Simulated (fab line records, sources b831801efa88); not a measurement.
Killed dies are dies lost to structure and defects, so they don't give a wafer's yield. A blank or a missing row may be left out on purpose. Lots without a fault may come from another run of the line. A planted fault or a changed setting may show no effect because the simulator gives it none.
Split-lot experiment | flow sfq_line | 5 lots, 23 wafers read, on a route of 325 steps

THE SPLIT
At SFQ_TRILAYER_M7_BARC_OPEN_METAL_ETCH_229 (etches BARC in O2, target depth 125 nm, time 41.7 s), the setting icp_w was moved away from the recipe's 600 W on 10 of the 23 wafers read, by -10.8% to +11.0%. The other wafers ran this setting at the recipe's value.

The reading is taken at the split's own step.

THE READING
KrF_of_TRILAYER_M7_LITHO_COAT_177.thk_nm (the simulator's own value, which no gauge read), in nm, at SFQ_TRILAYER_M7_BARC_OPEN_METAL_ETCH_229 (etches BARC in O2, target depth 125 nm, time 41.7 s). The file gives no usual value for it. The 13 wafers here that ran the recipe average 522.0 nm, standard deviation 2.1 nm.

wafer  | tool, chamber at the split | icp_w as run, W | against the recipe | KrF_of_TRILAYER_M7_LITHO_COAT_177.thk_nm, nm | against lot-mates on the recipe
L074.1 | rie_metal-03, 0            | 600             | recipe             | 521.4                                        | -
L074.3 | rie_metal-03, 1            | 600             | recipe             | 518.2                                        | -
L074.6 | rie_metal-03, 1            | 600             | recipe             | 519.9                                        | -
L075.2 | rie_metal-04, 1            | 600             | recipe             | 522.7                                        | -
L075.3 | rie_metal-04, 0            | 535             | -10.8%             | 529.4                                        | +7.6
L075.4 | rie_metal-04, 1            | 535             | -10.8%             | 525.6                                        | +3.8
L075.5 | rie_metal-04, 1            | 600             | recipe             | 519.9                                        | -
L075.6 | rie_metal-04, 0            | 600             | recipe             | 522.9                                        | -
L079.1 | rie_metal-03, 0            | 600             | recipe             | 526.9                                        | -
L079.3 | rie_metal-03, 0            | 644.2           | +7.4%              | 523.5                                        | -2.1
L079.4 | rie_metal-03, 0            | 644.2           | +7.4%              | 523.5                                        | -2.1
L079.5 | rie_metal-03, 0            | 644.2           | +7.4%              | 524.2                                        | -1.4
L079.6 | rie_metal-03, 0            | 600             | recipe             | 524.3                                        | -
L083.1 | rie_metal-04, 1            | 600             | recipe             | 520.7                                        | -
L083.2 | rie_metal-04, 0            | 666.1           | +11.0%             | 516.6                                        | -5.0
L083.3 | rie_metal-04, 0            | 600             | recipe             | 521.5                                        | -
L083.4 | rie_metal-04, 1            | 600             | recipe             | 522.6                                        | -
L083.6 | rie_metal-04, 1            | 666.1           | +11.0%             | 517.6                                        | -4.0
L084.1 | rie_metal-01, 0            | 538.9           | -10.2%             | 528.4                                        | +5.7
L084.2 | rie_metal-01, 1            | 538.9           | -10.2%             | 528.2                                        | +5.5
L084.3 | rie_metal-01, 0            | 600             | recipe             | 521.7                                        | -
L084.4 | rie_metal-01, 1            | 600             | recipe             | 523.7                                        | -
L084.5 | rie_metal-01, 0            | 538.9           | -10.2%             | 529.5                                        | +6.8

THE FIT
A straight line over all 23 wafers: KrF_of_TRILAYER_M7_LITHO_COAT_177.thk_nm changes by -0.405 nm for each +1% of icp_w; r = -0.73; the points scatter about the line by 2.5 nm.
The same after taking each lot's own level away (the mean of its wafers on the recipe; 23 wafers): -0.465 nm for each +1%; r = -0.92; scatter 1.3 nm.
On that fit, the largest move of icp_w shifts the reading by 5.1 nm.
The lots' own levels span 519.83 to 525.60 nm, that is 2.7 times the standard deviation above.
So the lot-to-lot level blurs the effect unless lot-mates are compared.
Check: with one of the wafers moved furthest among these (+11.0%) left out of the fit, the line predicts -4.57 nm for it against its lot-mates. It came out at -5 nm against them.

OTHER SPLITS ON THESE WAFERS
These wafers also went through other splits before the reading. Each is held against what the fit with the lots' levels taken away leaves over:
other split on the same wafers                        | wafers away from the commonest value | r with KrF_of_TRILAYER_M7_LITHO_COAT_177.thk_nm (lot level and that fit taken away)
SFQ_TRILAYER_I5_LITHO_COAT_144 spin_rpm               | 11                                   | +0.05
SFQ_TRILAYER_I5_BARC_OPEN_VIA_ETCH_200 pressure_mtorr | 18                                   | -0.06
SFQ_TRILAYER_C5_LITHO_EXPOSE_152 dose_mj              | 7                                    | -0.19
SFQ_TRILAYER_M6_LITHO_COAT_159 resist_thk_nm          | 10                                   | -0.08
SFQ_TRILAYER_M6_BARC_OPEN_METAL_ETCH_206 icp_w        | 7                                    | +0.29
SFQ_TRILAYER_I6_VIA_LITHO_COAT_169 spin_rpm           | 5                                    | +0.19
SFQ_TRILAYER_I6_VIA_BARC_OPEN_VIA_ETCH_235 source_w   | 11                                   | -0.02

THE FILE'S OWN FIT
KrF_of_TRILAYER_M7_LITHO_COAT_177.thk_nm changes by -0.468 nm for each +1% of icp_w, r = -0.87.
